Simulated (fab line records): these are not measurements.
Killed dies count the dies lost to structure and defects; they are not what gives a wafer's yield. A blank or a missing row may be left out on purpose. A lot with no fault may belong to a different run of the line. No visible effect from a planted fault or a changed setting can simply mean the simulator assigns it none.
Problem report, 8D (eight disciplines) form, completed by code | flow gf180mcu | the parts of the form that need people (team, actions taken, sign-off) are left out

## 1. THE PROBLEM
Mean of temp c at GF_SAB_WET_ETCH_12: 19.32 C across 6 wafers in 2 lots; on wafers with no fault it is 25.01 C (standard deviation 0.11). That puts it -52 standard deviations away from the usual mean.
The step: etches SiO2 in dHF, target depth 22 nm, time 440 s.
The first sign was on wafer L885.1 at day 18 01:53, on wet bench-02. At this step, 18 wafers from 6 lots have a number in the record. Rule for "out" (also "out of limits"): further than 4 standard deviations from the usual mean. The rest of the wafers with a number are treated as sound.

## 2. WHAT IT IS, WHAT IT ISN'T
question                    | is                         | is not
which readings at this step | temp c, bath heat duty pct | -
which lots                  | L885, L886                 | L883, L894, L896, L900
which wafers of those lots  | all that have a number     | -
read on which tools         | wet bench-02               | wet bench-01, wet bench-04
when                        | from day 18 01:53          | up to then (3 sound wafers); but 9 sound wafers of L894, L896, L900 came after

## 3. THE SUSPECTS, EACH WITH WHAT RULES IT OUT
Counting: a tool at a process step up to the reading stays a suspect if it ran every lot that is out and no sound lot after the first of them.
- rie diel-04 at GF_SAB_ETCH_11 (etches SiO2 in C4F8/O2/Ar, target depth 55 nm, time 8.5 s): ruled out as a lasting fault. Sound lots L900 ran on it after its first lot that is out, L885 (day 18 01:52).
- wet bench-02 at GF_SAB_WET_ETCH_12 (etches SiO2 in dHF, target depth 22 nm, time 440 s): kept. All lots that are out passed through it, beginning with L885 at day 18 01:53, and no sound lot followed; its final sound lot before that point was L883 at day 17 08:42. Out on those wafers are its own readings of bath heat duty pct, temp c.
After counting, what remains is wet bench-02 at GF_SAB_WET_ETCH_12.

## 4. THE CAUSE (what the simulator had put in)
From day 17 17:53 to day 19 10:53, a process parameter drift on wet bench-02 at GF_SAB_WET_ETCH_12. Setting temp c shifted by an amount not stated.
Counting left only this tool.

## 5. THE EFFECT CHAIN, in route order
Each row: a reading where the mean over the struck wafers with a number is more than 3 standard deviations away from the usual. Only readings for which the record gives a usual standard deviation are gone through. hours: the time from each lot's start at the first step in this table that gives one to its start at this step, as a median over the lots. sigmas: the change in usual standard deviations.
hours | step               | reading            | usual   | on struck wafers | change | sigmas
0     | GF_SAB_WET_ETCH_12 | bath heat duty pct | 6.2 %   | 0.0              | -6.2   | -10
0     | GF_SAB_WET_ETCH_12 | temp c             | 25.01 C | 19.32            | -5.69  | -52
Process steps it contains:
- GF_SAB_WET_ETCH_12: etches SiO2 in dHF, target depth 22 nm, time 440 s.

## 6. HOW IT WOULD HAVE BEEN CAUGHT EARLIER
8 hours passed between the start of the fault at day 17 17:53 and the first reading out of limits in this record, taken at day 18 01:53.
